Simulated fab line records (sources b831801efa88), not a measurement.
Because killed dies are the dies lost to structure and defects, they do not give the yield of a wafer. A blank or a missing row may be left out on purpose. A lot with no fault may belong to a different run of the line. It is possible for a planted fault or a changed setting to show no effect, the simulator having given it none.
One fault seen from 2 desks + flow gf180mcu + what lay behind the numbers comes last; until then each desk has only its own

== FOR THE TOOL OWNER'S DESK: lpcvd-02 ==
The tool's own readings at GF_STI_CVD_03 (deposits Si3N4 from DCS/NH3, target thk 207.16 nm, time 3551 s): means of the sampled wafers that have a number, for each lot that ran on this tool. If a lot's mean is further than 4 standard deviations from the usual mean, the lot is out of limits and carries the mark OUT (the distance appears in the brackets).
Columns: A = pressureMtorr at GF_STI_CVD_03, usual 250.0 mTorr; B = spikeTcCentreC at GF_STI_CVD_03, usual 770.1 C; C = spikeTcTopC at GF_STI_CVD_03, usual 785.2 C; D = zonePowerCentrePct at GF_STI_CVD_03, usual 12.2 %
| lot  | first seen here | A     | B               | C     | D               |
|------|-----------------|-------|-----------------|-------|-----------------|
| L947 | day 1 22:27     | 250.3 | 769.8           | 785.9 | 13.2            |
| L949 | day 2 07:34     | 249.5 | 771.1           | 783.7 | 11.0            |
| L951 | day 2 17:52     | 250.2 | 770.3           | 785.3 | 13.0            |
| L952 | day 2 22:34     | 250.6 | 770.2           | 786.6 | 13.2            |
| L955 | day 3 13:34     | 249.6 | 781.3 (+11) OUT | 786.2 | 16.2 (+4.5) OUT |
| L956 | day 3 18:34     | 250.0 | 782.1 (+12) OUT | 786.5 | 16.1 (+4.4) OUT |
This desk's finding: out of limits on L955, L956; first on L955, day 3 13:34 (spikeTcCentreC at GF_STI_CVD_03). L947, L949, L951, L952 stayed within limits.

== METROLOGY DESK ==
What the gauges read for every lot (on any tool): the sampled wafers with a number, averaged. If a lot's mean is further than 4 standard deviations from the usual mean, the lot is out of limits and carries the mark OUT (the distance appears in the brackets).
Columns: A = STI_CVD_03_THK at GF_STI_THK_MEAS_04, usual 206.8 nm; B = POLY_GATE_OVL at GF_POLY_GATE_OVL_MEAS_11, usual 0 nm
| lot  | first seen here | A     | B  |
|------|-----------------|-------|----|
| L945 | day 1 13:34     | 205.4 | 1  |
| L947 | day 2 00:26     | 204.4 | 5  |
| L948 | day 2 04:35     | 205.8 | -5 |
| L949 | day 2 09:34     | 208.0 | -2 |
| L951 | day 2 19:53     | 205.0 | 1  |
| L952 | day 3 00:34     | 208.7 | 0  |
| L955 | day 3 15:34     | 215.1 | 4  |
| L956 | day 3 20:34     | 213.3 | -2 |
| L959 | day 4 15:16     | 206.4 | -4 |
| L965 | day 5 17:34     | 204.4 | 5  |
| L966 | day 5 22:34     | 208.9 | 4  |
| L968 | day 6 08:38     | 209.2 | 0  |
This desk found nothing out of limits on any of the 12 lots.

== PUT TOGETHER ==
An alarm could have come from the tool owner's desk at day 3 13:34, on L955, L956.
Metrology desk: nothing out of limits seen.
The metrology desk holds a record of L955, L956, inside its limits.
Every lot named ran GF_STI_CVD_03 on lpcvd-02.

== WHAT THE SIMULATOR HAD INSERTED ==
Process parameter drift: lpcvd-02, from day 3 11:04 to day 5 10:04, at GF_STI_CVD_03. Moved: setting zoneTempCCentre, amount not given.
Shown lots that were struck: L955, L956.
Hours from the fault's start to each desk's first reading out of limits: the tool owner's desk, 2.
